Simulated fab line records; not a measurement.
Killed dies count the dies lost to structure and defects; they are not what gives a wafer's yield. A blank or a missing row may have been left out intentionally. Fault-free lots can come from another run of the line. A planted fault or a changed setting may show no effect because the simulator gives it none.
Chamber matching :: flow gf180mcu :: 4 sister chambers for GF_SAB_ETCH_11 on rie-diel-03
The step etches SiO2 in C4F8/O2/Ar, target depth 55 nm, time 8.5 s. 14 wafers are shown with their chamber, then 7 later ones without.

## WAFERS, EACH WITH ITS CHAMBER
wafer: L335.1
chamber: 0
rf-fwd-power-W (W): 1472
bias-w (W): 1203
oes-product-au (a.u.): 1.004

wafer: L335.2
chamber: 3
rf-fwd-power-W (W): 1478
bias-w (W): 1198
oes-product-au (a.u.): 0.998

wafer: L335.6
chamber: 2
rf-fwd-power-W (W): 1477
bias-w (W): 1200
oes-product-au (a.u.): 0.992

wafer: L339.1
chamber: 1
rf-fwd-power-W (W): 1472
bias-w (W): 1194
oes-product-au (a.u.): 0.990

wafer: L339.3
chamber: 3
rf-fwd-power-W (W): 1465
bias-w (W): 1204
oes-product-au (a.u.): 1.002

wafer: L339.4
chamber: 0
rf-fwd-power-W (W): 1476
bias-w (W): 1198
oes-product-au (a.u.): 0.996

wafer: L340.3
chamber: 1
rf-fwd-power-W (W): 1460
bias-w (W): 1196
oes-product-au (a.u.): 0.990

wafer: L340.5
chamber: 1
rf-fwd-power-W (W): 1468
bias-w (W): 1200
oes-product-au (a.u.): 0.994

wafer: L340.6
chamber: 0
rf-fwd-power-W (W): 1471
bias-w (W): 1199
oes-product-au (a.u.): 0.996

wafer: L348.4
chamber: 0
rf-fwd-power-W (W): 1473
bias-w (W): 1205
oes-product-au (a.u.): 0.997

wafer: L348.5
chamber: 0
rf-fwd-power-W (W): 1467
bias-w (W): 1202
oes-product-au (a.u.): 1.002

wafer: L348.6
chamber: 1
rf-fwd-power-W (W): 1469
bias-w (W): 1202
oes-product-au (a.u.): 1.001

wafer: L351.1
chamber: 3
rf-fwd-power-W (W): 1467
bias-w (W): 1203
oes-product-au (a.u.): 1.003

wafer: L351.3
chamber: 2
rf-fwd-power-W (W): 1486
bias-w (W): 1199
oes-product-au (a.u.): 1.005

SIGNATURES (averages over the wafers above)
reading: rf-fwd-power-W
chamber 0: 1471.80
chamber 1: 1467.25
chamber 2: 1481.50
chamber 3: 1470.00
scatter within a chamber: 5.1

reading: bias-w
chamber 0: 1201.40
chamber 1: 1198.00
chamber 2: 1199.50
chamber 3: 1201.67
scatter within a chamber: 3.07

reading: oes-product-au
chamber 0: 0.99900
chamber 1: 0.99375
chamber 2: 0.99850
chamber 3: 1.00100
scatter within a chamber: 0.00485
Rule: a wafer lies at a distance from a chamber equal to the root of the sum of squares, over the readings, of (its reading less the chamber's mean, divided by the reading's scatter). The wafer belongs to the nearest chamber; if the next one is less than 2 further off, it can't be placed. The scatter: take each reading less its chamber's mean, square it, sum over the shown wafers, divide by the number of wafers less the number of chambers, and take the root.

## WAFERS MISSING THEIR CHAMBER
wafer: L351.4
rf-fwd-power-W (W): 1466
bias-w (W): 1199
oes-product-au (a.u.): 0.987

wafer: L352.1
rf-fwd-power-W (W): 1471
bias-w (W): 1200
oes-product-au (a.u.): 0.992

wafer: L352.3
rf-fwd-power-W (W): 1468
bias-w (W): 1199
oes-product-au (a.u.): 0.993

wafer: L352.4
rf-fwd-power-W (W): 1481
bias-w (W): 1201
oes-product-au (a.u.): 1.000

wafer: L355.1
rf-fwd-power-W (W): 1459
bias-w (W): 1195
oes-product-au (a.u.): 0.995

wafer: L355.5
rf-fwd-power-W (W): 1473
bias-w (W): 1199
oes-product-au (a.u.): 0.993

wafer: L355.6
rf-fwd-power-W (W): 1479
bias-w (W): 1203
oes-product-au (a.u.): 1.010

## THE CHAMBER EACH PASSED THROUGH
wafer: L351.4
from the rows above: can't be placed: 1 or 0 or 3
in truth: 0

wafer: L352.1
from the rows above: can't be placed: 1 or 0 or 3 or 2
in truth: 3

wafer: L352.3
from the rows above: can't be placed: 1 or 0 or 3
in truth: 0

wafer: L352.4
from the rows above: can't be placed: 2 or 0 or 3
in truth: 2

wafer: L355.1
from the rows above: can't be placed: 1 or 3 or 0
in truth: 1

wafer: L355.5
from the rows above: can't be placed: 1 or 0 or 3 or 2
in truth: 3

wafer: L355.6
from the rows above: can't be placed: 3 or 2 or 0 or 1
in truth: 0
Placed correctly: 0 of 7. Cannot be placed on the basis of these rows: 7; the candidates contain the true chamber in 7. Placed wrongly: 0.
